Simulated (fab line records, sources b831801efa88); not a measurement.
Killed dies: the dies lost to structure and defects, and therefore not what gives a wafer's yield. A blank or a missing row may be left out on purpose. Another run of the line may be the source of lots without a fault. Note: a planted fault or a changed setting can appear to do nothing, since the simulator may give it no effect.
The tool behind it: which one? ; flow sky130 ; 24 lots with 72 wafers sampled at 6 steps, on a route of 708 steps

WHAT THE GAUGES SHOWED, per wafer
SKY_LOCAL_INTERCONNECT_RS_MEAS_01: a four-point-probe measurement. Usual: LOCAL_INTERCONNECT_TIN_RS gives 14.06 ohm/sq (standard deviation 0.2).
lot;measured;on;LOCAL_INTERCONNECT_TIN_RS (ohm/sq);flag
L074;day 28 22:29;film-metro-04;14.36 14.22 14.15;
L075;day 29 11:27;film-metro-03;13.97 13.81 13.86;
L076;day 29 12:26;film-metro-04;14.23 14.31 14.36;
L077;day 30 02:08;film-metro-03;14.22 14.22 14.16;
L078;day 30 08:27;film-metro-01;13.63 14.24 13.73;
L079;day 31 09:38;film-metro-03;13.49 13.75 14.15;
L080;day 31 10:29;film-metro-04;13.98 14.10 14.00;
L082;day 32 15:55;film-metro-03;14.32 14.48 14.29;
L081;day 32 17:43;film-metro-01;14.26 14.12 14.18;
L084;day 32 18:34;film-metro-03;14.33 14.04 14.11;
L083;day 32 19:05;film-metro-04;13.93 14.13 13.55;
L085;day 32 23:52;film-metro-03;13.91 14.10 13.90;
L086;day 33 07:59;film-metro-04;14.26 14.25 14.15;
L087;day 33 12:38;film-metro-03;13.96 14.02 13.89;
L088;day 33 18:26;film-metro-04;14.23 14.22 14.22;
L089;day 33 23:44;film-metro-01;14.14 13.97 14.14;
L090;day 34 00:37;film-metro-03;14.19 13.75 14.39;
L091;day 34 18:56;film-metro-01;14.21 14.05 14.02;
L092;day 34 20:22;film-metro-03;13.84 13.81 13.67;
L093;day 35 05:39;film-metro-04;14.15 14.26 13.66;
L094;day 35 18:22;film-metro-01;14.11 13.65 13.64;
L095;day 35 19:29;film-metro-01;13.86 13.86 13.89;
L096;day 35 21:56;film-metro-03;14.19 13.73 13.74;
L097;day 36 09:47;film-metro-03;14.14 14.14 14.28;

SKY_VIA2_THK_MEAS_01. Usual: VIA2_HDPCVD_THK gives 1180 nm (standard deviation 14).
lot;measured;on;VIA2_HDPCVD_THK (nm);flag
L074;day 35 01:00;film-metro-03;1183 1205 1197;
L075;day 35 07:05;film-metro-03;1160 1177 1154;
L076;day 35 08:02;film-metro-03;1180 1161 1172;
L077;day 36 02:58;film-metro-01;1177 1179 1197;
L078;day 36 05:50;film-metro-03;1196 1201 1190;
L079;day 37 02:23;film-metro-03;1165 1181 1162;
L080;day 37 04:32;film-metro-01;1184 1168 1190;
L082;day 38 09:36;film-metro-01;1155 1188 1151;
L081;day 38 12:11;film-metro-02;1197 1194 1210;
L084;day 38 12:52;film-metro-03;1185 1168 1193;
L083;day 38 13:10;film-metro-01;1183 1196 1208;
L085;day 38 18:32;film-metro-01;1170 1190 1186;
L086;day 39 01:43;film-metro-02;1171 1172 1180;
L087;day 39 04:31;film-metro-03;1184 1193 1189;
L088;day 39 10:19;film-metro-03;1190 1159 1168;
L089;day 39 16:52;film-metro-02;1171 1191 1193;
L090;day 39 17:03;film-metro-03;1202 1173 1178;
L091;day 40 09:17;film-metro-03;1173 1189 1197;
L092;day 40 10:44;film-metro-03;1198 1192 1201;
L093;day 40 19:15;film-metro-01;1190 1199 1197;
L094;day 41 05:57;film-metro-03;1177 1174 1163;
L095;day 41 06:55;film-metro-02;1188 1175 1183;
L096;day 41 09:46;film-metro-03;1156 1142 1150;
L097;day 41 22:20;film-metro-01;1172 1181 1176;

EACH LOT AND THE TOOL THAT RAN IT (in order: tool; ch and the chambers of the sampled wafers; start)
lot;SKY_CONTACT_CVD_24;SKY_METAL1_SPUTTER_02;SKY_VIA1_CMP_02;SKY_METAL2_SPUTTER_04
L074;cvd-w-02 ch 0,1, day 31 11:22;pvd-sputter-03, day 31 12:16;cmp-02 ch 1,2,3, day 32 17:06;pvd-sputter-04, day 33 21:21
L075;cvd-w-02 ch 0,1, day 31 18:28;pvd-sputter-02, day 31 19:06;cmp-02 ch 0,1,2, day 32 22:41;pvd-sputter-03, day 34 03:26
L076;cvd-w-01 ch 0, day 31 19:03;pvd-sputter-03, day 31 19:41;cmp-01 ch 1,3, day 32 23:23;pvd-sputter-02, day 34 03:46
L077;cvd-w-02 ch 0,1, day 32 15:37;pvd-sputter-01, day 32 16:13;cmp-02 ch 0,1,2, day 33 19:41;pvd-sputter-02, day 34 23:42
L078;cvd-w-02 ch 0,1, day 32 17:19;pvd-sputter-02, day 32 17:58;cmp-02 ch 0,2, day 33 22:03;pvd-sputter-04, day 35 02:23
L079;cvd-w-02 ch 0,1, day 33 15:32;pvd-sputter-03, day 33 16:22;cmp-01 ch 1,2,3, day 34 19:59;pvd-sputter-03, day 35 23:36
L080;cvd-w-01 ch 0,1, day 33 17:29;pvd-sputter-01, day 33 18:07;cmp-01 ch 1,2, day 34 21:32;pvd-sputter-03, day 36 01:26
L082;cvd-w-02 ch 1, day 34 22:47;pvd-sputter-01, day 34 23:26;cmp-02 ch 0,1,2, day 36 02:39;pvd-sputter-02, day 37 06:38
L081;cvd-w-01 ch 0,1, day 35 01:01;pvd-sputter-01, day 35 01:40;cmp-02 ch 1,3, day 36 05:19;pvd-sputter-03, day 37 09:00
L084;cvd-w-01 ch 0,1, day 35 01:34;pvd-sputter-01, day 35 02:10;cmp-01 ch 0,3, day 36 05:46;pvd-sputter-03, day 37 09:57
L083;cvd-w-01 ch 0,1, day 35 02:34;pvd-sputter-02, day 35 03:12;cmp-01 ch 1,2, day 36 06:35;pvd-sputter-02, day 37 10:17
L085;cvd-w-02 ch 0,1, day 35 07:50;pvd-sputter-02, day 35 08:28;cmp-02 ch 0,1,2, day 36 12:02;pvd-sputter-03, day 37 16:17
L086;cvd-w-02 ch 0,1, day 35 15:16;pvd-sputter-03, day 35 15:55;cmp-01 ch 0,2, day 36 19:16;pvd-sputter-02, day 37 23:24
L087;cvd-w-01 ch 0,1, day 35 18:58;pvd-sputter-01, day 35 19:35;cmp-02 ch 2,3, day 36 23:11;pvd-sputter-04, day 38 02:22
L088;cvd-w-02 ch 0,1, day 36 00:52;pvd-sputter-01, day 36 01:31;cmp-02 ch 0,2,3, day 37 05:10;pvd-sputter-04, day 38 08:53
L089;cvd-w-01 ch 0,1, day 36 06:58;pvd-sputter-02, day 36 07:34;cmp-02 ch 0,1, day 37 10:54;pvd-sputter-03, day 38 14:53
L090;cvd-w-01 ch 0,1, day 36 07:37;pvd-sputter-01, day 36 08:16;cmp-02 ch 0,1,3, day 37 11:51;pvd-sputter-04, day 38 15:11
L091;cvd-w-02 ch 0,1, day 37 00:52;pvd-sputter-02, day 37 01:31;cmp-02 ch 0,1,2, day 38 05:33;pvd-sputter-04, day 39 08:06
L092;cvd-w-01 ch 0,1, day 37 02:07;pvd-sputter-01, day 37 02:46;cmp-01 ch 1,2,3, day 38 06:15;pvd-sputter-04, day 39 09:23
L093;cvd-w-01 ch 1, day 37 11:34;pvd-sputter-01, day 37 12:27;cmp-01 ch 0,2,3, day 38 15:26;pvd-sputter-03, day 39 17:50
L094;cvd-w-02 ch 0,1, day 37 23:08;pvd-sputter-01, day 37 23:46;cmp-02 ch 0,1,2, day 39 02:41;pvd-sputter-03, day 40 05:07
L095;cvd-w-01 ch 0,1, day 38 01:15;pvd-sputter-03, day 38 01:53;cmp-01 ch 1,2, day 39 04:20;pvd-sputter-02, day 40 05:44
L096;cvd-w-02 ch 0,1, day 38 04:08;pvd-sputter-01, day 38 04:47;cmp-01 ch 1,2,3, day 39 06:54;pvd-sputter-02, day 40 08:41
L097;cvd-w-01 ch 0,1, day 38 16:17;pvd-sputter-01, day 38 16:56;cmp-01 ch 0,2,3, day 39 19:17;pvd-sputter-04, day 40 20:42
- SKY_CONTACT_CVD_24: deposits W, target thk 340 nm, time 102.12 s.
- SKY_METAL1_SPUTTER_02: material AlCu, target thk 250 nm, time 13.3 s.
- SKY_VIA1_CMP_02: polishes SiO2.
- SKY_METAL2_SPUTTER_04: material TiN, target thk 70 nm, time 58.3 s.

WHAT THE TOOLS THEMSELVES READ (means of the sampled wafers that have a number; where no wafer has one, the mark that the record gives instead)
SKY_CONTACT_CVD_24. Usual: heater-power-w 845 W, standard deviation 48.
lot;tool;heater-power-w (W);flag
L074;cvd-w-02;828;
L075;cvd-w-02;817;
L076;cvd-w-01;928;
L077;cvd-w-02;835;
L078;cvd-w-02;841;
L079;cvd-w-02;839;
L080;cvd-w-01;881;
L082;cvd-w-02;835;
L081;cvd-w-01;880;
L084;cvd-w-01;828;
L083;cvd-w-01;891;
L085;cvd-w-02;842;
L086;cvd-w-02;823;
L087;cvd-w-01;839;
L088;cvd-w-02;832;
L089;cvd-w-01;836;
L090;cvd-w-01;885;
L091;cvd-w-02;831;
L092;cvd-w-01;843;
L093;cvd-w-01;803;
L094;cvd-w-02;839;
L095;cvd-w-01;877;
L096;cvd-w-02;829;
L097;cvd-w-01;848;

SKY_METAL1_SPUTTER_02. Usual: throttle-valve-pct 29.9 %, standard deviation 1.5.
lot;tool;throttle-valve-pct (%);flag
L074;pvd-sputter-03;28.9;
L075;pvd-sputter-02;30.8;
L076;pvd-sputter-03;29.9;
L077;pvd-sputter-01;28.0;
L078;pvd-sputter-02;30.4;
L079;pvd-sputter-03;31.1;
L080;pvd-sputter-01;28.7;
L082;pvd-sputter-01;30.4;
L081;pvd-sputter-01;30.0;
L084;pvd-sputter-01;30.6;
L083;pvd-sputter-02;30.5;
L085;pvd-sputter-02;30.4;
L086;pvd-sputter-03;31.1;
L087;pvd-sputter-01;30.6;
L088;pvd-sputter-01;29.0;
L089;pvd-sputter-02;30.8;
L090;pvd-sputter-01;29.8;
L091;pvd-sputter-02;31.0;
L092;pvd-sputter-01;30.1;
L093;pvd-sputter-01;29.4;
L094;pvd-sputter-01;29.5;
L095;pvd-sputter-03;29.7;
L096;pvd-sputter-01;29.8;
L097;pvd-sputter-01;28.6;

SKY_VIA1_CMP_02. Usual: motor-current-A 11.9 A, standard deviation 1.1; retaining-ring-pressure-frac 1.000, standard deviation 0.0056.
lot;tool;motor-current-A (A);retaining-ring-pressure-frac;flag
L074;cmp-02;11.3;1.000;
L075;cmp-02;11.4;0.996;
L076;cmp-01;11.9;0.998;
L077;cmp-02;11.3;1.002;
L078;cmp-02;12.5;1.002;
L079;cmp-01;11.9;0.999;
L080;cmp-01;12.2;0.996;
L082;cmp-02;11.8;0.999;
L081;cmp-02;10.6;0.993;
L084;cmp-01;12.6;1.003;
L083;cmp-01;11.6;0.999;
L085;cmp-02;11.5;0.998;
L086;cmp-01;12.7;0.998;
L087;cmp-02;12.3;1.000;
L088;cmp-02;12.0;1.005;
L089;cmp-02;11.3;1.002;
L090;cmp-02;11.1;1.000;
L091;cmp-02;12.0;0.998;
L092;cmp-01;12.0;1.002;
L093;cmp-01;12.9;1.003;
L094;cmp-02;11.7;0.997;
L095;cmp-01;11.5;1.003;
L096;cmp-01;12.6;1.008;
L097;cmp-01;12.8;1.004;

SKY_METAL2_SPUTTER_04. Usual: throttle-valve-pct 30.5 %, standard deviation 1.1.
lot;tool;throttle-valve-pct (%);flag
L074;pvd-sputter-04;30.7;
L075;pvd-sputter-03;31.0;
L076;pvd-sputter-02;30.3;
L077;pvd-sputter-02;31.0;
L078;pvd-sputter-04;30.7;
L079;pvd-sputter-03;31.1;
L080;pvd-sputter-03;29.9;
L082;pvd-sputter-02;30.4;
L081;pvd-sputter-03;31.3;
L084;pvd-sputter-03;30.4;
L083;pvd-sputter-02;30.8;
L085;pvd-sputter-03;30.2;
L086;pvd-sputter-02;30.4;
L087;pvd-sputter-04;30.3;
L088;pvd-sputter-04;30.8;
L089;pvd-sputter-03;31.4;
L090;pvd-sputter-04;30.3;
L091;pvd-sputter-04;30.8;
L092;pvd-sputter-04;30.1;
L093;pvd-sputter-03;29.8;
L094;pvd-sputter-03;29.7;
L095;pvd-sputter-02;30.7;
L096;pvd-sputter-02;31.0;
L097;pvd-sputter-04;30.8;

THE ANSWER, worked out from the rows above alone
Rule: a lot counts as off when the mean over its wafers that have a number is more than 3 standard deviations away from the usual mean. A lot without any number at a reading at which 4 lots or more have one is off too. Any other lot the step has rows for is counted as sound. Order of review: gauges by route order, followed by the tools' own readings, for which a lot's mean as printed above is used. At the first step where some lot is off, the reading lying furthest off is the one used; lots without a number count as furthest.
No lot is off on any of the readings shown, so nothing can be concluded from this.

WHAT THE SIMULATOR HAD PUT IN
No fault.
